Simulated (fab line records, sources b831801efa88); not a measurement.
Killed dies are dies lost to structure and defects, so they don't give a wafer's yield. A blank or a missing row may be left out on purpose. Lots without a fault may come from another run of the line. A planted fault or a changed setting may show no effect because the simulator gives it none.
fab line records | flow sky130
record lots=6 wafers=18 last_day=50
route steps=708 shown LDD_N@238 LDD_P@255 LDD_HVN@267 LDD_HVP@278 PAD_OPEN@708
lots that met no fault: from a run of the same line without faults
start_h: hours from the record's first day to the start of the lot's first wafer shown | wait_h: hours since the lot's step before | " the same as in the row above | L1.1+2: a row that stands for several wafers | - no value, or no start given | * or withheld: withheld | < > ~ a bound
route shown NAME@n: a module of which the file shows steps, and the number in the route of the first | usual: mean/standard deviation of fault-free wafers | same: alike in all rows | chamber/n: place in a boat | sites: the reading at each site | _std_site: their standard deviation | _edge_site: outer sites' mean less inner sites' | radius_mm: how far each site lies from the wafer's centre | mask NAME#n: copy n | behind: the tool/chamber that last shaped the wafer | hold: why the lot was held/for how many hours/how that ended | device: the transistor (n, p or np) that didn't switch | end of line: the same wafers' tests at the end of the route | a step without rows: its recipe alone | killed: dies lost to structure and defects at the first sort, not the wafer's yield | map: a wafer's dies, x killed, . not, _ none there
set.NAME: the setting as run; set.NAME@STEP: as run at that earlier step | model.NAME: the simulator's own value behind a step, which no gauge read
lots at some steps of the route; a table a step, a row a wafer
services: from which hour (start_h, from the record's first day; less than 0 if before it) a tool's chamber was out of use, for how many hours, and why
## steps
# step SKY_LDD_N_HMDS_01
# recipe prime_time_s=60 prime_temp_c=120
# step SKY_LDD_N_COAT_02
# recipe resist=NOVOLAK spin_rpm=3000 resist_thk_nm=300
# step SKY_LDD_N_SOFTBAKE_03
# recipe temp_c=90 time_s=60 resist=NOVOLAK
# step SKY_LDD_N_EXPOSE_04
# recipe mask_id=NTM target_cd_nm=840 na=0.6 source_shape=conventional sigma_outer=0.6 dose_mj=110
# step SKY_LDD_N_PEB_05
# recipe temp_c=withheld time_s=* resist=NOVOLAK
# step SKY_LDD_N_DEVELOP_06
# recipe develop_time_s=60 dev_temp_c=23
# step SKY_LDD_N_OVL_MEAS_07
# usual LDD_N_OVL=0.2/1.3
# columns lot.wafer tool chamber start_h wait_h LDD_N_OVL[nm]
L638.1 overlay-02 - 456.10 0.1 -0.3
L638.2 " - " " -0.9
L638.5 " - " " -0.5
L639.2 overlay-01 - 467.07 0.1 1.7
L639.4 " - " " 1.6
L639.5 " - " " 2.7
L642.1 overlay-01 - 496.56 0.1 -1.0
L642.2 " - " " 0.8
L642.6 " - " " -0.3
L644.1 overlay-02 - 510.76 0.1 -1.8
L644.4 " - " " 0.1
L644.5 " - " " -1.2
L654.2 overlay-02 - 593.95 0.1 -0.9
L654.3 " - " " -1.6
L654.6 " - " " -1.3
L655.3 overlay-01 - 604.77 0.1 3.4
L655.5 " - " " 1.8
L655.6 " - " " 1.5
# step SKY_LDD_N_IMPLANT_08
# recipe species=As energy_kev=20 dose_cm2=7.5e+13 tilt_deg=withheld rotation_deg=23
# step SKY_LDD_N_IMPLANT_09
# recipe species=As energy_kev=20 dose_cm2=7.5e+13 tilt_deg=withheld rotation_deg=113
# step SKY_LDD_N_IMPLANT_10
# recipe species=As energy_kev=20 dose_cm2=7.5e+13 tilt_deg=withheld rotation_deg=203
# step SKY_LDD_N_IMPLANT_11
# recipe species=As energy_kev=20 dose_cm2=7.5e+13 tilt_deg=withheld rotation_deg=293
# step SKY_LDD_N_IMPLANT_12
# recipe species=BF2 energy_kev=50 dose_cm2=5e+12 tilt_deg=30 rotation_deg=0
# step SKY_LDD_N_IMPLANT_13
# recipe species=BF2 energy_kev=50 dose_cm2=5e+12 tilt_deg=30 rotation_deg=90
# columns lot.wafer tool chamber start_h wait_h
L638.1+2+5 implanter-01 0 456.88 0.1
L639.2+4+5 implanter-04 0 467.87 0.1
L642.1+2+6 implanter-02 0 497.35 0.1
L644.1+4+5 implanter-02 0 511.55 0.1
L654.2+3+6 implanter-02 0 594.76 0.1
L655.3+5+6 implanter-02 0 605.60 0.1
# step SKY_LDD_N_IMPLANT_14
# recipe species=BF2 energy_kev=50 dose_cm2=5e+12 tilt_deg=30 rotation_deg=180
# step SKY_LDD_N_IMPLANT_15
# recipe species=BF2 energy_kev=50 dose_cm2=5e+12 tilt_deg=30 rotation_deg=270
# step SKY_LDD_N_STRIP_16
# recipe chemistry=O2/N2 power_w=1400 pressure_mtorr=1500 platen_temp_c=withheld o2_flow_sccm=3000 n2_flow_sccm=300 overash_fraction=0.5
# usual drypump_motor_current_A=5.9/0.49 oes_product_au=0.407/0.0047 strip_time_to_endpoint_s=4.320/0.015
# columns lot.wafer tool chamber start_h wait_h drypump_motor_current_A oes_product_au rf_hours_counter_h strip_time_to_endpoint_s
L638.1 plasma_asher-01 0 457.33 0.1 6.6 0.404 33 4.325
L638.2 " 1 " " 5.5 0.407 33 4.312
L638.5 " 1 " " 5.5 0.402 - 4.334
L639.2 plasma_asher-04 0 468.30 0.1 5.8 0.401 77 4.306
L639.4 " 1 " " 6.1 0.407 - 4.325
L639.5 " 0 " " 5.8 0.409 - 4.320
L642.1 plasma_asher-01 1 497.80 0.1 5.4 0.414 38 4.325
L642.2 " 0 " " 6.6 0.410 38 4.325
L642.6 " 0 " " 6.7 0.410 - 4.339
L644.1 plasma_asher-01 0 512.00 0.1 6.6 0.403 39 4.303
L644.4 " 0 " " 6.6 0.409 - 4.311
L644.5 " 0 " " 6.6 0.404 - 4.332
L654.2 plasma_asher-04 1 595.18 0.1 6.1 0.416 92 4.311
L654.3 " 1 " " 6.1 0.415 - 4.335
L654.6 " 1 " " 6.1 0.402 - 4.312
L655.3 plasma_asher-02 0 606.03 0.1 4.9 0.413 - 4.342
L655.5 " 1 " " 5.6 0.411 - 4.336
L655.6 " 0 " " 4.9 0.413 - 4.328
# step SKY_LDD_N_TW_MEAS_17
# usual LDD_N_TW=2604/15
# columns lot.wafer tool chamber start_h wait_h LDD_N_TW
L638.1 film_metro-01 - 457.43 0.1 2605
L638.2 " - " " 2620
L638.5 " - " " 2620
L639.2 film_metro-03 - 468.41 0.1 2616
L639.4 " - " " 2620
L639.5 " - " " 2615
L642.1 film_metro-03 - 497.90 0.1 2615
L642.2 " - " " 2607
L642.6 " - " " 2607
L644.1 film_metro-03 - 512.10 0.1 2615
L644.4 " - " " 2613
L644.5 " - " " 2617
L654.2 film_metro-03 - 595.29 0.1 2609
L654.3 " - " " 2603
L654.6 " - " " 2603
L655.3 film_metro-02 - 606.12 0.1 2564
L655.5 " - " " 2571
L655.6 " - " " 2557
# step SKY_LDD_P_DEHYDRATE_00
# recipe temp_c=200 time_s=60
# step SKY_LDD_P_HMDS_01
# recipe prime_time_s=60 prime_temp_c=120
# step SKY_LDD_P_COAT_02
# recipe resist=NOVOLAK spin_rpm=3000 resist_thk_nm=1140
# step SKY_LDD_P_SOFTBAKE_03
# recipe temp_c=90 time_s=60 resist=NOVOLAK
# step SKY_LDD_P_EXPOSE_04
# recipe mask_id=PSDM na=0.6 source_shape=conventional sigma_outer=0.6 polarization=unpolarized target_cd_nm=380 dose_mj=138
# step SKY_LDD_P_PEB_05
# recipe temp_c=withheld time_s=* resist=NOVOLAK
# step SKY_LDD_P_DEVELOP_06
# recipe resist=NOVOLAK developer=TMAH develop_time_s=62.11 dev_temp_c=23
# step SKY_LDD_P_CD_MEAS_07
# recipe target_cd_nm=380
# usual cd_nm=379.5/2.8
# columns lot.wafer tool chamber start_h wait_h cd_nm
L638.1 cd_sem-02 - 488.17 0.1 382.1
L638.2 " - " " 383.0
L638.5 " - " " 381.8
L639.2 cd_sem-01 - 499.43 0.1 383.8
L639.4 " - " " 381.1
L639.5 " - " " 382.3
L642.1 cd_sem-01 - 528.67 0.1 381.0
L642.2 " - " " 382.5
L642.6 " - " " 382.3
L644.1 cd_sem-02 - 542.11 0.1 379.4
L644.4 " - " " 382.3
L644.5 " - " " 377.8
L654.2 cd_sem-01 - 623.94 0.1 380.7
L654.3 " - " " 384.0
L654.6 " - " " 381.1
L655.3 cd_sem-01 - 636.85 0.1 379.5
L655.5 " - " " 382.2
L655.6 " - " " 381.2
# step SKY_LDD_P_OVL_MEAS_08
# usual LDD_P_OVL=1.1/1.4
# columns lot.wafer tool chamber start_h wait_h LDD_P_OVL[nm]
L638.1 overlay-01 - 488.29 0.1 -1.1
L638.2 " - " " -0.1
L638.5 " - " " 0.5
L639.2 overlay-01 - 499.54 0.1 1.4
L639.4 " - " " 1.3
L639.5 " - " " 0.0
L642.1 overlay-01 - 528.79 0.1 1.5
L642.2 " - " " 3.6
L642.6 " - " " 1.7
L644.1 overlay-02 - 542.23 0.1 2.3
L644.4 " - " " 3.6
L644.5 " - " " 2.8
L654.2 overlay-01 - 624.05 0.1 2.9
L654.3 " - " " 2.6
L654.6 " - " " 4.1
L655.3 overlay-01 - 636.94 0.1 -0.4
L655.5 " - " " 0.0
L655.6 " - " " 0.2
# step SKY_LDD_P_IMPLANT_09
# recipe species=BF2 energy_kev=25 dose_cm2=1e+13 tilt_deg=withheld
# step SKY_LDD_P_STRIP_10
# recipe chemistry=O2/N2 power_w=1400 pressure_mtorr=1500 platen_temp_c=withheld o2_flow_sccm=3000 n2_flow_sccm=300 overash_fraction=0.5
# usual drypump_motor_current_A=5.9/0.42 oes_product_au=0.715/0.0044 strip_time_to_endpoint_s=14.21/0.038
# columns lot.wafer tool chamber start_h wait_h drypump_motor_current_A oes_product_au rf_hours_counter_h strip_time_to_endpoint_s
L638.1 plasma_asher-04 1 488.48 0.1 6.1 0.715 79 14.20
L638.2 " 0 " " 5.8 0.713 79 14.20
L638.5 " 1 " " 6.1 0.713 - 14.22
L639.2 plasma_asher-03 0 499.72 0.1 6.1 0.712 70 14.18
L639.4 " 1 " " 5.1 0.710 - 14.20
L639.5 " 1 " " 5.1 0.719 - 14.18
L642.1 plasma_asher-01 0 528.98 0.1 6.6 0.715 41 14.27
L642.2 " 1 " " 5.5 0.715 41 14.22
L642.6 " 0 " " 6.6 0.712 - 14.21
L644.1 plasma_asher-04 0 542.42 0.1 5.8 0.712 86 14.17
L644.4 " 1 " " 6.1 0.714 - 14.18
L644.5 " 1 " " 6.1 0.719 - 14.21
L654.2 plasma_asher-03 1 624.23 0.1 5.1 0.719 79 14.21
L654.3 " 0 " " 6.1 0.713 - 14.19
L654.6 " 0 " " 6.1 0.722 - 14.13
L655.3 plasma_asher-04 1 637.15 0.1 6.1 0.721 - 14.19
L655.5 " 1 " " 6.1 0.710 - 14.12
L655.6 " 0 " " 5.8 0.710 - 14.18
# step SKY_LDD_P_TW_MEAS_11
# usual LDD_P_TW=636/7.1
# columns lot.wafer tool chamber start_h wait_h LDD_P_TW
L638.1 film_metro-04 - 488.58 0.1 626
L638.2 " - " " 623
L638.5 " - " " 627
L639.2 film_metro-01 - 499.83 0.1 650
L639.4 " - " " 647
L639.5 " - " " 645
L642.1 film_metro-03 - 529.08 0.1 642
L642.2 " - " " 645
L642.6 " - " " 641
L644.1 film_metro-04 - 542.52 0.1 627
L644.4 " - " " 627
L644.5 " - " " 632
L654.2 film_metro-03 - 624.34 0.1 637
L654.3 " - " " 635
L654.6 " - " " 641
L655.3 film_metro-03 - 637.24 0.1 637
L655.5 " - " " 636
L655.6 " - " " 634
# step SKY_LDD_HVN_DEHYDRATE_00
# recipe temp_c=200 time_s=60
# step SKY_LDD_HVN_HMDS_01
# recipe prime_time_s=60 prime_temp_c=120
# step SKY_LDD_HVN_COAT_02
# recipe resist=NOVOLAK spin_rpm=3000 resist_thk_nm=300
# step SKY_LDD_HVN_SOFTBAKE_03
# recipe temp_c=90 time_s=60 resist=NOVOLAK
# step SKY_LDD_HVN_EXPOSE_04
# recipe mask_id=HVNTM na=0.6 source_shape=conventional sigma_outer=0.6 polarization=unpolarized target_cd_nm=700 dose_mj=127
# step SKY_LDD_HVN_PEB_05
# recipe temp_c=withheld time_s=* resist=NOVOLAK
# step SKY_LDD_HVN_DEVELOP_06
# recipe resist=NOVOLAK developer=TMAH develop_time_s=60 dev_temp_c=23
# step SKY_LDD_HVN_OVL_MEAS_07
# usual LDD_HVN_OVL=0.3/1.6
# columns lot.wafer tool chamber start_h wait_h LDD_HVN_OVL[nm]
L638.1 overlay-02 - 519.63 0.1 2.3
L638.2 " - " " 0.3
L638.5 " - " " -0.5
L639.2 overlay-02 - 530.38 0.1 0.4
L639.4 " - " " -0.6
L639.5 " - " " 0.0
L642.1 overlay-01 - 559.05 0.1 1.5
L642.2 " - " " 1.5
L642.6 " - " " 3.4
L644.1 overlay-01 - 572.53 0.1 -0.6
L644.4 " - " " -0.8
L644.5 " - " " 0.3
L654.2 overlay-01 - 653.33 0.1 -0.8
L654.3 " - " " -0.2
L654.6 " - " " 1.8
L655.3 overlay-02 - 665.03 0.1 0.1
L655.5 " - " " -1.3
L655.6 " - " " -0.4
# step SKY_LDD_HVN_IMPLANT_08
# recipe species=P energy_kev=60 dose_cm2=3e+13 tilt_deg=40
# step SKY_LDD_HVN_STRIP_09
# recipe chemistry=O2/N2 power_w=1400 pressure_mtorr=1500 platen_temp_c=withheld o2_flow_sccm=3000 n2_flow_sccm=300 overash_fraction=0.5
# usual drypump_motor_current_A=5.6/0.46 oes_product_au=0.408/0.0046 strip_time_to_endpoint_s=4.141/0.014
# columns lot.wafer tool chamber start_h wait_h drypump_motor_current_A oes_product_au rf_hours_counter_h strip_time_to_endpoint_s
L638.1 plasma_asher-04 0 519.81 0.1 5.7 0.414 83 4.154
L638.2 " 1 " " 6.1 0.400 83 4.121
L638.5 " 0 " " 5.8 0.408 - 4.139
L639.2 plasma_asher-02 0 530.56 0.1 4.9 0.407 8 4.150
L639.4 " 0 " " 4.9 0.414 - 4.138
L639.5 " 0 " " 4.9 0.422 - 4.153
L642.1 plasma_asher-03 0 559.23 0.1 6.1 0.403 73 4.109
L642.2 " 1 " " 5.1 0.405 73 4.136
L642.6 " 1 " " 5.1 0.405 - 4.106
L644.1 plasma_asher-04 1 572.71 0.1 6.1 0.410 90 4.120
L644.4 " 0 " " 5.8 0.414 - 4.148
L644.5 " 0 " " 5.8 0.408 - 4.117
L654.2 plasma_asher-04 0 653.51 0.1 5.7 0.403 99 4.139
L654.3 " 0 " " 5.7 0.406 - 4.140
L654.6 " 1 " " 6.1 0.405 - 4.172
L655.3 plasma_asher-02 1 665.24 0.1 5.6 0.413 - 4.161
L655.5 " 1 " " 5.6 0.412 - 4.148
L655.6 " 0 " " 4.9 0.407 - 4.156
# step SKY_LDD_HVN_TW_MEAS_10
# usual LDD_HVN_TW=1432/13
# columns lot.wafer tool chamber start_h wait_h LDD_HVN_TW
L638.1 film_metro-03 - 519.91 0.1 1449
L638.2 " - " " 1438
L638.5 " - " " 1443
L639.2 film_metro-04 - 530.67 0.1 1416
L639.4 " - " " 1416
L639.5 " - " " 1415
L642.1 film_metro-02 - 559.33 0.1 1430
L642.2 " - " " 1437
L642.6 " - " " 1438
L644.1 film_metro-02 - 572.81 0.1 1435
L644.4 " - " " 1443
L644.5 " - " " 1435
L654.2 film_metro-02 - 653.62 0.1 1440
L654.3 " - " " 1440
L654.6 " - " " 1448
L655.3 film_metro-04 - 665.33 0.1 1418
L655.5 " - " " 1411
L655.6 " - " " 1424
# step SKY_LDD_HVP_DEHYDRATE_00
# recipe temp_c=200 time_s=60
# step SKY_LDD_HVP_HMDS_01
# recipe prime_time_s=60 prime_temp_c=120
# step SKY_PAD_OPEN_PROBE_99
# usual killed_at_M0_to_M3=44/6.9 killed_at_M4_up=3.3/2 killed_at_contacts=25/5.4 killed_at_front_end=16/4.6 killed_at_other=0.2/0.51 killed_dies=88/8.9 killed_open=48/6.8 killed_short=39/5.8
# same gross_dies=492 killed_at_back_side=0
# columns lot.wafer tool chamber start_h wait_h killed_at_M0_to_M3 killed_at_M4_up killed_at_contacts killed_at_front_end killed_at_other killed_dies killed_open killed_short model.etest.nfet_01v8.drive_ua_um_range model.etest.nfet_01v8_lvt.vt_sat_v model.etest.nfet_01v8_turned.vt_v model.etest.nfet_01v8_lvt.vt_v model.etest.nfet_01v8.vt_v_range
L638.1 prober-02 - 1114.69 0.1 45 8 31 9 0 93 45 48 8.551 0.5359 0.703 0.6139 0.009048
L638.2 prober-02 - 1114.74 0.1 34 1 27 20 0 82 39 42 7.583 0.5381 0.7109 0.6153 0.01151
L638.5 prober-02 - 1114.89 0.2 39 3 23 19 0 84 45 39 10.41 0.534 0.7043 0.614 0.006025
L639.2 prober-01 - 1122.22 0.1 44 3 25 15 0 87 44 42 14.85 0.5405 0.7119 0.6163 0.008344
L639.4 prober-01 - 1122.32 0.2 46 4 26 20 0 96 51 45 8.621 0.5474 0.7152 0.6221 0.01198
L639.5 prober-01 - 1122.37 0.2 42 1 20 21 0 84 49 34 6.52 0.5316 0.7087 0.6149 0.0148
L642.1 prober-02 - 1138.14 0.1 32 5 25 11 0 73 42 31 6.488 0.5327 0.694 0.6066 0.008257
L642.2 prober-02 - 1138.19 0.1 43 2 20 20 0 85 40 45 13.82 0.5374 0.6976 0.6071 0.008212
L642.6 prober-02 - 1138.39 0.2 37 6 22 14 0 79 47 31 10.34 0.5273 0.689 0.6023 0.01205
L644.1 prober-02 - 1146.21 0.1 36 6 26 18 0 86 52 34 11.65 0.5487 0.7075 0.615 0.01176
L644.4 prober-02 - 1146.36 0.2 50 2 23 13 2 90 47 43 14.04 0.5353 0.7017 0.6137 0.007605
L644.5 prober-02 - 1146.41 0.2 43 1 21 22 0 87 48 39 6.197 0.5406 0.704 0.6157 0.01183
L654.2 prober-01 - 1199.84 0.1 37 1 35 18 0 91 59 32 13.98 0.5052 0.6822 0.5943 0.01229
L654.3 prober-01 - 1199.89 0.2 43 4 26 14 0 87 38 49 11.5 0.5245 0.6857 0.6023 0.01732
L654.6 prober-01 - 1200.04 0.2 45 3 31 15 0 94 51 43 23.55 0.5286 0.6876 0.6095 0.008587
L655.3 prober-02 - 1201.31 0.2 51 7 36 9 0 103 60 43 7.36 0.5279 0.6955 0.6052 0.01544
L655.5 prober-02 - 1201.41 0.2 34 3 42 17 0 96 47 48 14.44 0.5429 0.7005 0.6135 0.01255
L655.6 prober-02 - 1201.46 0.2 37 2 31 7 0 77 54 23 12.43 0.5327 0.6973 0.6121 0.01134
# killed by level:class
L638.1 CONTACT:geometric_particle:open=10 VIA1:geometric_particle:open=10 LI_CONTACT:geometric_particle:open=7 VIA1:geometric_particle:short=7 METAL4:geometric_particle:short=6 LOCAL_INTERCONNECT:geometric_particle:short=5 VIA3:geometric_particle:open=5 CONTACT:geometric_particle:short=5
L638.2 CONTACT:geometric_particle:open=13 FIELD_ISO:geometric_particle:short=8 VIA1:geometric_particle:open=8 CONTACT:geometric_particle:short=6 VIA2:geometric_particle:open=5 METAL3:geometric_particle:short=5 FIELD_ISO:geometric_particle:open=4 POLY_GATE:geometric_particle:short=4
L638.5 CONTACT:geometric_particle:open=9 VIA1:geometric_particle:open=8 FIELD_ISO:geometric_particle:open=7 FIELD_ISO:geometric_particle:short=7 VIA1:geometric_particle:short=7 LI_CONTACT:geometric_particle:open=6 VIA3:geometric_particle:open=6 LOCAL_INTERCONNECT:geometric_particle:short=5
L639.2 LOCAL_INTERCONNECT:geometric_particle:short=9 METAL1:geometric_particle:short=8 VIA1:geometric_particle:open=8 VIA3:geometric_particle:open=7 CONTACT:geometric_particle:open=6 VIA2:geometric_particle:open=6 FIELD_ISO:geometric_particle:open=5 FIELD_ISO:geometric_particle:short=5
L639.4 CONTACT:geometric_particle:open=12 VIA1:geometric_particle:open=9 FIELD_ISO:geometric_particle:open=8 VIA1:geometric_particle:short=8 FIELD_ISO:geometric_particle:short=6 VIA3:geometric_particle:open=5 LI_CONTACT:geometric_particle:open=5 VIA2:geometric_particle:short=5
L639.5 VIA1:geometric_particle:open=10 VIA2:geometric_particle:open=7 VIA3:geometric_particle:open=7 LI_CONTACT:geometric_particle:open=6 CONTACT:geometric_particle:open=6 CONTACT:geometric_particle:short=5 METAL2:geometric_particle:short=5 FIELD_ISO:geometric_particle:open=4
L642.1 CONTACT:geometric_particle:open=10 VIA2:geometric_particle:open=8 VIA1:geometric_particle:open=8 LI_CONTACT:geometric_particle:open=7 METAL1:geometric_particle:short=5 FIELD_ISO:geometric_particle:open=4 METAL3:geometric_particle:short=4 CONTACT:geometric_particle:short=4
L642.2 VIA2:geometric_particle:open=8 VIA1:geometric_particle:open=7 VIA1:geometric_particle:short=6 FIELD_ISO:geometric_particle:open=5 FIELD_ISO:geometric_particle:short=5 LI_CONTACT:geometric_particle:short=5 CONTACT:geometric_particle:short=5 METAL1:geometric_particle:short=5
L642.6 CONTACT:geometric_particle:open=10 VIA2:geometric_particle:open=10 METAL2:geometric_particle:short=7 FIELD_ISO:geometric_particle:open=5 METAL4:geometric_particle:short=5 LI_CONTACT:geometric_particle:open=5 VIA1:geometric_particle:open=5 VIA3:geometric_particle:open=5
L644.1 CONTACT:geometric_particle:open=9 VIA2:geometric_particle:open=8 VIA1:geometric_particle:open=7 VIA3:geometric_particle:open=7 FIELD_ISO:geometric_particle:short=6 LOCAL_INTERCONNECT:geometric_particle:short=6 LI_CONTACT:geometric_particle:open=6 FIELD_ISO:geometric_particle:open=5
L644.4 CONTACT:geometric_particle:open=10 METAL1:geometric_particle:short=9 LI_CONTACT:geometric_particle:open=8 VIA1:geometric_particle:open=8 VIA3:geometric_particle:open=7 METAL2:geometric_particle:short=7 VIA2:geometric_particle:open=5 VIA2:geometric_particle:short=4
L644.5 VIA1:geometric_particle:open=13 FIELD_ISO:geometric_particle:open=7 VIA1:geometric_particle:short=7 FIELD_ISO:geometric_particle:short=6 VIA2:geometric_particle:open=6 LOCAL_INTERCONNECT:geometric_particle:short=5 CONTACT:geometric_particle:short=5 VIA3:geometric_particle:open=5
L654.2 LI_CONTACT:geometric_particle:open=17 CONTACT:geometric_particle:open=11 VIA2:geometric_particle:open=8 VIA1:geometric_particle:open=8 CONTACT:geometric_particle:short=4 METAL1:geometric_particle:short=4 VIA1:geometric_particle:short=4 FIELD_ISO:geometric_particle:open=3
L654.3 VIA1:geometric_particle:open=10 CONTACT:geometric_particle:open=8 VIA1:geometric_particle:short=7 METAL1:geometric_particle:short=7 LOCAL_INTERCONNECT:geometric_particle:short=6 METAL3:geometric_particle:short=6 LI_CONTACT:geometric_particle:short=4 POLY_GATE:geometric_particle:short=3
L654.6 CONTACT:geometric_particle:open=12 METAL2:geometric_particle:short=10 VIA1:geometric_particle:open=9 LI_CONTACT:geometric_particle:open=8 CONTACT:geometric_particle:short=6 VIA2:geometric_particle:open=5 METAL1:geometric_particle:short=4 VIA3:geometric_particle:open=4
L655.3 CONTACT:geometric_particle:open=16 VIA1:geometric_particle:open=12 LI_CONTACT:geometric_particle:open=8 VIA2:geometric_particle:open=7 VIA3:geometric_particle:open=7 METAL3:geometric_particle:short=6 METAL4:geometric_particle:short=6 CONTACT:geometric_particle:short=5
L655.5 CONTACT:geometric_particle:open=15 LOCAL_INTERCONNECT:geometric_particle:short=8 LI_CONTACT:geometric_particle:open=7 VIA1:geometric_particle:open=7 POLY_GATE:geometric_particle:short=6 FIELD_ISO:geometric_particle:short=5 LI_CONTACT:geometric_particle:short=5 CONTACT:geometric_particle:short=5
L655.6 CONTACT:geometric_particle:open=12 VIA1:geometric_particle:open=11 VIA3:geometric_particle:open=10 LI_CONTACT:geometric_particle:open=9 VIA2:geometric_particle:open=5 CONTACT:geometric_particle:short=4 METAL3:geometric_particle:short=4 POLY_GATE:geometric_particle:open=3
## services
# columns tool chamber start_h hours kind
implanter-01 - 451.33 4.0 repair
plasma_asher-02 - 466.15 2.8 pm
plasma_asher-02 - 484.95 15.1 pm
implanter-04 - 499.26 9.0 pm
implanter-04 - 508.56 4.4 repair
plasma_asher-03 - 510.24 28.1 pm
implanter-04 - 511.56 6.4 repair
plasma_asher-03 - 542.06 0.7 repair
plasma_asher-02 - 550.25 4.6 repair
implanter-04 - 555.51 0.5 repair
plasma_asher-03 - 586.73 3.1 repair
implanter-01 - 588.52 5.1 pm
implanter-02 - 589.38 3.3 repair
plasma_asher-02 - 594.30 1.3 repair
plasma_asher-02 - 615.83 28.1 pm
plasma_asher-03 - 629.14 1.8 repair
implanter-04 - 636.87 5.7 pm
implanter-02 - 645.85 1.7 repair
plasma_asher-03 - 654.65 7.1 repair
## key
first_sign none at tools or gauges
model_effect step=SKY_PAD_OPEN_PROBE_99 value=etest.nfet_01v8.drive_ua_um_range without=8.3 struck=13.88
met_at SKY_LDD_N_IMPLANT_13
struck_wafers L654.2,L654.3,L654.6,L655.3,L655.5,L655.6
tester_left_out L654,L655
onset_between 511.55 594.76
also_fits time
fault kind=process_parameter_drift tool=implanter-02 chamber=- onset_h=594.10 steps=SKY_LDD_N_IMPLANT_13 channel=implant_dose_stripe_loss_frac offset=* shape=step end_h=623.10
# tester_left_out: of these lots the tester's yield and bins aren't shown, on N5 and GAA mostly nor the transistor test; their killed dies are dies lost to structure and defects alone, not to doping, threshold or leakage, so they don't give the yield
